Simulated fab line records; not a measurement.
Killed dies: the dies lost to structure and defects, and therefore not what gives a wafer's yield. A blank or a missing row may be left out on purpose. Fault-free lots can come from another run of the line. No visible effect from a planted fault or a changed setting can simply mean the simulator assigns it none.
Matching of chambers || flow gf180mcu || GF_STI_CMP_25 on cmp-02 has 4 sister chambers
The step polishes, stops on Si3N4, t overpolish 33 s, target thk 524.6 nm. 8 wafers are shown with their chamber, then 9 later ones without.

## WAFERS PAIRED WITH THEIR CHAMBERS
{"wafer": "L244.3", "chamber": 3, "motor current A (A)": 12.2, "time to endpoint s (s)": 124}
{"wafer": "L244.5", "chamber": 3, "motor current A (A)": 12.8, "time to endpoint s (s)": 122}
{"wafer": "L254.1", "chamber": 1, "motor current A (A)": 13.1, "time to endpoint s (s)": 132}
{"wafer": "L254.3", "chamber": 0, "motor current A (A)": 11.6, "time to endpoint s (s)": 118}
{"wafer": "L254.6", "chamber": 0, "motor current A (A)": 12.4, "time to endpoint s (s)": 112}
{"wafer": "L255.4", "chamber": 2, "motor current A (A)": 11.7, "time to endpoint s (s)": 127}
{"wafer": "L255.5", "chamber": 2, "motor current A (A)": 11.3, "time to endpoint s (s)": 127}
{"wafer": "L255.6", "chamber": 1, "motor current A (A)": 13.8, "time to endpoint s (s)": 122}

## WAFERS WHOSE CHAMBER IS MISSING
{"wafer": "L256.1", "motor current A (A)": 12.1, "time to endpoint s (s)": 124}
{"wafer": "L256.2", "motor current A (A)": 13.1, "time to endpoint s (s)": 121}
{"wafer": "L256.3", "motor current A (A)": 12.6, "time to endpoint s (s)": 120}
{"wafer": "L257.2", "motor current A (A)": 12.1, "time to endpoint s (s)": 127}
{"wafer": "L257.3", "motor current A (A)": 11.5, "time to endpoint s (s)": 112}
{"wafer": "L257.4", "motor current A (A)": 12.3, "time to endpoint s (s)": 117}
{"wafer": "L258.2", "motor current A (A)": 11.4, "time to endpoint s (s)": 127}
{"wafer": "L258.4", "motor current A (A)": 13.4, "time to endpoint s (s)": 127}
{"wafer": "L258.6", "motor current A (A)": 10.9, "time to endpoint s (s)": 116}

## WHICH CHAMBER EACH ONE RAN IN
{"wafer": "L256.1", "from the rows above": "can't be placed: 3 or 2 or 0", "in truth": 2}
{"wafer": "L256.2", "from the rows above": "can't be placed: 3 or 1 or 0", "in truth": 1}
{"wafer": "L256.3", "from the rows above": "can't be placed: 3 or 0 or 1", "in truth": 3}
{"wafer": "L257.2", "from the rows above": "can't be placed: 3 or 2 or 0 or 1", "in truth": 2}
{"wafer": "L257.3", "from the rows above": 0, "in truth": 0}
{"wafer": "L257.4", "from the rows above": "can't be placed: 0 or 3", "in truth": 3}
{"wafer": "L258.2", "from the rows above": 2, "in truth": 2}
{"wafer": "L258.4", "from the rows above": 1, "in truth": 1}
{"wafer": "L258.6", "from the rows above": "can't be placed: 0 or 2 or 3", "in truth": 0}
3 of 9 placed correctly. Can't be placed from these rows: 6 (the true chamber is among the candidates in 6). Wrongly placed: 0.
How it was worked out, from the rows above alone: a wafer's distance from a chamber is the root of the sum, over the readings, of the square of ((its reading less the chamber's mean) divided by the reading's scatter). The wafer belongs to the nearest chamber; if the next one is less than 2 further off, it can't be placed. Each chamber's mean is taken over the wafers shown for it. How the scatter is found: for the shown wafers, subtract from each reading the mean of its chamber, square and add these, divide the total by (wafers less chambers), then take the root.
